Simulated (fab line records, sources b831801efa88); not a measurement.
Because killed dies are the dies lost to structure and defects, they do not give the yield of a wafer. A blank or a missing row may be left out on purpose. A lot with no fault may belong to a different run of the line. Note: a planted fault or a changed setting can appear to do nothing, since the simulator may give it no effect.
Problem report in the 8D (eight disciplines) form, filled by code / flow gf180mcu / the parts of the form that need people (team, actions taken, sign-off) are left out

1. PROBLEM STATEMENT
At GF_TOP_METAL_COAT_09, spin speed rpm averages 3038.3 rpm over 6 wafers from 2 lots, while fault-free wafers read 3000.0 rpm, standard deviation 2.1. That puts it +18 standard deviations away from the usual mean.
The step: resist thk 1500 nm.
The first sign was on wafer L402.1 at day 30 05:29, on litho track-01. At this step, 18 wafers from 6 lots have a number in the record. Rule for "out" (also "out of limits"): further than 4 standard deviations from the usual mean. All remaining wafers that have a number are taken as sound.

2. WHAT IT IS; WHAT IT IS NOT
question=which readings at this step | is=spin speed rpm | is not=-
question=which lots | is=L402, L403 | is not=L394, L395, L408, L414
question=which wafers of those lots | is=all that have a number | is not=-
question=read on which tools | is=litho track-01 | is not=litho track-03, litho track-04
question=when | is=from day 30 05:29 | is not=up to then (6 sound wafers); but 6 sound wafers of L408, L414 came after

3. SUSPECTS, AND WHAT RULES EACH OUT
Counting: any tool at a process step up to the reading is kept as a suspect provided that every lot that is out went through it and no sound lot did after the first of them.
- litho track-01 at GF_TOP_METAL_COAT_09 (resist thk 1500 nm): kept. Every lot that is out went through it, starting with L402 (day 30 05:29), and after that it ran no sound lot; the last sound lot it ran before then is L395 (day 28 05:50). Its own spin speed rpm readings are out on those wafers.
Remaining after the count: litho track-01 at GF_TOP_METAL_COAT_09.

4. THE CAUSE (what the simulator had put in)
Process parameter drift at GF_TOP_METAL_COAT_09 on litho track-01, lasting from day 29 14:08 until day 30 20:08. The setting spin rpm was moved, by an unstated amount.
Counting left only this tool.

5. SEQUENCE OF EFFECTS, ordered by route
Each row: a reading where the mean over the struck wafers with a number is more than 3 standard deviations away from the usual. Scope: only readings with a usual standard deviation given in the record; hours: median across lots of the time from each lot's start at the first step in this table that gives one to its start at this step; sigmas: change in usual standard deviations.
hours=0; step=GF_TOP_METAL_COAT_09; reading=spin speed rpm; usual=3000.0 rpm; on struck wafers=3038.3; change=+38.3; sigmas=+18
Here are the process steps it includes:
- GF_TOP_METAL_COAT_09: resist thk 1500 nm.
At these later measuring or inspecting steps, every struck wafer for which the step has a row has a number for every such reading, and none has moved that far: GF_TOP_METAL_CD_MEAS_14.

6. WHAT WOULD HAVE CAUGHT IT SOONER
15 hours passed between the start of the fault at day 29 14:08 and the first reading out of limits in this record, taken at day 30 05:29.
